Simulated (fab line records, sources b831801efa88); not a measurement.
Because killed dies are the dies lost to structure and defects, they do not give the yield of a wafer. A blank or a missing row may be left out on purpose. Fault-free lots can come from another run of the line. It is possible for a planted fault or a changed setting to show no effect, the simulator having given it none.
Split-lot trial | flow sfq-line | 23 wafers read from 5 lots, route of 325 steps

## THE SPLIT
At SFQ_TRILAYER_M7_LITHO_COAT_177 (resist thk 600 nm), the setting resist-thk-nm was moved away from the recipe's 600 nm on 5 of the 23 wafers read, by -5.3% to -2.5%. This setting was run at the recipe's value on the other wafers.

## FROM THE SPLIT TO THE READING: what the file shows between them, 3 steps
- SFQ_TRILAYER_M7_LITHO_PEB_180: peb time 60 s (also split here: peb-time-s)
- SFQ_TRILAYER_M7_LITHO_DEVELOP_179: time 60 s
- SFQ_TRILAYER_M7_BARC_OPEN_METAL_ETCH_229: etches BARC in O2, target depth 125 nm, time 41.7 s

## THE READING
KrF_of_TRILAYER_M7_LITHO_COAT_177.thk-nm (the simulator's own value, which no gauge read), in nm, at SFQ_TRILAYER_M7_ETCH_METAL_ETCH_180 (etches Nb in Cl2/Ar, stops on SiO2, target depth 240 nm, time 120 s). The file does not state a usual value for it. The 18 wafers here that ran the recipe average 381.2 nm, standard deviation 2.9 nm.

wafer  | tool, chamber at the split | resist-thk-nm as run, nm | against the recipe | KrF_of_TRILAYER_M7_LITHO_COAT_177.thk-nm, nm | against lot-mates on the recipe
L078.2 | litho-track-03, 0          | 600                      | recipe             | 379.4                                        | -
L078.3 | litho-track-03, 0          | 567.9                    | -5.3%              | 350.1                                        | -30.2
L078.4 | litho-track-03, 0          | 600                      | recipe             | 382.4                                        | -
L078.5 | litho-track-03, 0          | 600                      | recipe             | 379                                          | -
L078.6 | litho-track-03, 0          | 567.9                    | -5.3%              | 347.8                                        | -32.5
L079.1 | litho-track-03, 0          | 600                      | recipe             | 386.9                                        | -
L079.2 | litho-track-03, 0          | 600                      | recipe             | 380.8                                        | -
L079.3 | litho-track-03, 0          | 600                      | recipe             | 380.9                                        | -
L081.1 | litho-track-03, 0          | 600                      | recipe             | 385.9                                        | -
L081.2 | litho-track-03, 0          | 600                      | recipe             | 378.4                                        | -
L081.4 | litho-track-03, 0          | 600                      | recipe             | 376.9                                        | -
L081.5 | litho-track-03, 0          | 600                      | recipe             | 386.2                                        | -
L081.6 | litho-track-03, 0          | 600                      | recipe             | 379.3                                        | -
L083.1 | litho-track-02, 0          | 584.9                    | -2.5%              | 364.8                                        | -13.2
L083.3 | litho-track-02, 0          | 600                      | recipe             | 380                                          | -
L083.4 | litho-track-02, 0          | 584.9                    | -2.5%              | 362.5                                        | -15.5
L083.5 | litho-track-02, 0          | 584.9                    | -2.5%              | 365.2                                        | -12.8
L083.6 | litho-track-02, 0          | 600                      | recipe             | 376                                          | -
L084.1 | litho-track-04, 0          | 600                      | recipe             | 380.6                                        | -
L084.2 | litho-track-04, 0          | 600                      | recipe             | 382.5                                        | -
L084.3 | litho-track-04, 0          | 600                      | recipe             | 382.5                                        | -
L084.5 | litho-track-04, 0          | 600                      | recipe             | 383.3                                        | -
L084.6 | litho-track-04, 0          | 600                      | recipe             | 380.8                                        | -

FIT RESULTS
A straight line over all 23 wafers: KrF_of_TRILAYER_M7_LITHO_COAT_177.thk-nm changes by +6.19 nm for each +1% of resist-thk-nm; r = +0.97; the points scatter about the line by 2.8 nm.
The same after taking each lot's own level away (the mean of its wafers on the recipe; 23 wafers): +5.78 nm for each +1%; r = +0.97; scatter 2.5 nm.
According to that fit, moving resist-thk-nm by its largest amount changes the reading by 31 nm.
The lots' own levels span 378.00 to 382.87 nm, that is 1.7 times the standard deviation above.
So the lot-to-lot level changes the slope little: the two slopes agree.
Check: -31.3 nm against its lot-mates is what the line predicts for one of the wafers moved furthest among these (-5.3%) when that wafer is left out of the fit. Against them it came out at -30.2 nm.

## OTHER SPLITS APPLIED TO THESE WAFERS
Before the reading, these wafers also passed through other splits. Each is held against what the fit with the lots' levels taken away leaves over:
other split on the same wafers               | wafers away from the commonest value | r with KrF_of_TRILAYER_M7_LITHO_COAT_177.thk-nm (lot level and that fit taken away)
SFQ_TRILAYER_C5_LITHO_PEB_154 peb-temp-c     | 7                                    | -0.04
SFQ_TRILAYER_M6_DEP_SPUTTER_157 time-s       | 12                                   | -0.46
SFQ_TRILAYER_M6_LITHO_COAT_159 resist-thk-nm | 11                                   | +0.09
SFQ_TRILAYER_M6_LITHO_PEB_162 peb-temp-c     | 7                                    | -0.13
SFQ_TRILAYER_I6_VIA_LITHO_COAT_174 spin-rpm  | 8                                    | +0.02
SFQ_TRILAYER_I6_VIA_LITHO_PEB_172 peb-temp-c | 9                                    | -0.15
SFQ_TRILAYER_M7_LITHO_PEB_180 peb-time-s     | 4                                    | -0.55

## THE WHOLE CHAIN: every reading that the file lists as answering this split, in the file's order
step                                | what it does                                                        | reading                                                                                   | change (the file's fit)              | r (the file's)
SFQ_TRILAYER_M7_LITHO_COAT_177      | resist thk 600 nm                                                   | KrF_of_TRILAYER_M7_LITHO_COAT_177.thk-nm (the simulator's own value, which no gauge read) | +5.94 nm for each +1% of the setting | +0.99
SFQ_TRILAYER_M7_ETCH_METAL_ETCH_180 | etches Nb in Cl2/Ar, stops on SiO2, target depth 240 nm, time 120 s | KrF_of_TRILAYER_M7_LITHO_COAT_177.thk-nm (the simulator's own value, which no gauge read) | +5.8 nm for each +1% of the setting  | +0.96

## FILE'S OWN FIT
KrF_of_TRILAYER_M7_LITHO_COAT_177.thk-nm changes by +5.8 nm for each +1% of resist-thk-nm, r = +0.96.
